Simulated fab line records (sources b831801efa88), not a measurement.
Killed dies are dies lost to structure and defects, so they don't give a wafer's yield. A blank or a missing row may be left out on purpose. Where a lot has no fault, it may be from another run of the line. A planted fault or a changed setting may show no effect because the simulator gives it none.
One fault seen from 2 desks -- flow gf180mcu -- only its own numbers are on each desk; what lay behind them is given at the end

## AT THE METROLOGY DESK
What the gauges read, lot by lot, whatever tool the lot ran on: means of the sampled wafers that have a number. If a lot's mean is further than 4 standard deviations from the usual mean, the lot is out of limits and carries the mark OUT (the distance appears in the brackets).
Columns: A = PASSIVATION_BOW at GF_PASSIVATION_BOW_MEAS_14, usual 135 um
lot,first seen here,A
L136,day 29 02:26,149
L137,day 29 19:42,138
L138,day 29 20:47,136
L139,day 29 23:18,126
L140,day 30 13:04,123
L143,day 31 06:04,118
L146,day 32 00:56,143
L152,day 33 12:26,141
L153,day 33 17:53,111
L154,day 33 19:29,130
L156,day 34 09:02,134
L157,day 34 12:02,156
L159,day 34 20:08,156
This desk's verdict: no lot among the 13 shows anything out of limits.

## AT THE TOOL OWNER'S DESK: pvdSputter-03
The tool's own readings at GF_M2_SPUTTER_02 (material AlCu, target thk 450 nm, time 23.9 s): means of the sampled wafers that have a number, for each lot that ran on this tool. If a lot's mean is further than 4 standard deviations from the usual mean, the lot is out of limits and carries the mark OUT (the distance appears in the brackets).
Columns: A = throttleValvePct at GF_M2_SPUTTER_02, usual 30.0 %
lot,first seen here,A
L136,day 18 07:00,29.0
L137,day 19 04:22,30.0
L138,day 19 05:52,29.0
L143,day 21 02:19,29.0
L154,day 24 14:21,29.7
L156,day 25 05:37,29.6
L159,day 25 22:16,30.1
This desk's verdict: no lot among the 7 shows anything out of limits.

## BROUGHT TOGETHER
The metrology desk saw nothing out of limits.
Nothing out of limits was seen by the tool owner's desk.

## WHAT WAS PUT IN BY THE SIMULATOR
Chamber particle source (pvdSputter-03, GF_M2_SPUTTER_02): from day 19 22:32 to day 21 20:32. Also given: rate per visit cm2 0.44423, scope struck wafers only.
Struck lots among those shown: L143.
